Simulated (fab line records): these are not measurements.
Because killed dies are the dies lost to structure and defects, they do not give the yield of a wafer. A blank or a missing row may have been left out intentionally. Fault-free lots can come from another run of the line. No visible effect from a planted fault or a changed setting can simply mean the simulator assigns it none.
What tool caused it? / flow sky130 / 11 lots with 33 wafers sampled at 2 steps, on a route of 708 steps

## WHAT THE GAUGES SHOWED, per wafer
SKY_PWDE_OVL_MEAS_07.
lot=L491; measured=day 4 05:21; on=overlay-02; PWDE_OVL (nm)=2.2 -0.1 1.9
lot=L492; measured=day 4 12:48; on=overlay-02; PWDE_OVL (nm)=0.6 0.7 2.5
lot=L493; measured=day 4 15:48; on=overlay-02; PWDE_OVL (nm)=2.5 0.6 0.0
lot=L494; measured=day 4 20:00; on=overlay-02; PWDE_OVL (nm)=2.9 1.3 1.4
lot=L495; measured=day 4 23:10; on=overlay-02; PWDE_OVL (nm)=-0.3 1.6 1.4
lot=L496; measured=day 5 07:48; on=overlay-02; PWDE_OVL (nm)=2.4 3.4 3.2
lot=L497; measured=day 5 23:31; on=overlay-01; PWDE_OVL (nm)=1.5 3.2 5.0
lot=L498; measured=day 6 10:10; on=overlay-01; PWDE_OVL (nm)=2.7 2.7 0.2
lot=L499; measured=day 6 10:34; on=overlay-02; PWDE_OVL (nm)=2.4 3.0 3.7
lot=L500; measured=day 6 19:17; on=overlay-01; PWDE_OVL (nm)=1.9 2.4 2.0
lot=L501; measured=day 6 20:17; on=overlay-01; PWDE_OVL (nm)=0.2 0.2 0.5

## EACH LOT AND THE TOOL THAT RAN IT (in order: tool; ch and the chambers of the sampled wafers; start)
lot=L491; SKY_FIELD_ISO_ETCH_15=rie_diel-04 ch 0,1, day 2 10:09
lot=L492; SKY_FIELD_ISO_ETCH_15=rie_diel-02 ch 1,2,3, day 2 15:22
lot=L493; SKY_FIELD_ISO_ETCH_15=rie_diel-02 ch 0,1,3, day 2 19:10
lot=L494; SKY_FIELD_ISO_ETCH_15=rie_diel-04 ch 0,1,2, day 3 01:22
lot=L495; SKY_FIELD_ISO_ETCH_15=rie_diel-01 ch 1,2,3, day 3 08:30
lot=L496; SKY_FIELD_ISO_ETCH_15=rie_diel-01 ch 1,2, day 3 15:00
lot=L497; SKY_FIELD_ISO_ETCH_15=rie_diel-02 ch 0,1,3, day 3 20:06
lot=L498; SKY_FIELD_ISO_ETCH_15=rie_diel-02 ch 1,3, day 4 01:10
lot=L499; SKY_FIELD_ISO_ETCH_15=rie_diel-04 ch 0,2,3, day 4 03:54
lot=L500; SKY_FIELD_ISO_ETCH_15=rie_diel-04 ch 2,3, day 4 08:42
lot=L501; SKY_FIELD_ISO_ETCH_15=rie_diel-02 ch 0,1,3, day 4 15:49
- SKY_FIELD_ISO_ETCH_15: etches the open film in CHF3/O2, stops on Si, target depth 180 nm, time 72 s.

## THE ANSWER, worked out from the rows above alone
Rule: the usual values come from the lots themselves. The widest of any qualifying gaps counts: lots, ordered by their means at a reading, are off when they make up no more than a third of the lots, leave a main group of 4 or more, and stand apart from it by 3 or more times the standard deviation of that group's means. Not used: any main group whose means are identical at the precision the tables above print for the reading. Also off: a lot with no number at a reading for which 4 or more lots have one. All remaining lots with rows at the step are treated as sound.
Across all readings shown, no lot is off: no conclusion can be drawn from this.

## WHAT HAD BEEN PUT IN BY THE SIMULATOR
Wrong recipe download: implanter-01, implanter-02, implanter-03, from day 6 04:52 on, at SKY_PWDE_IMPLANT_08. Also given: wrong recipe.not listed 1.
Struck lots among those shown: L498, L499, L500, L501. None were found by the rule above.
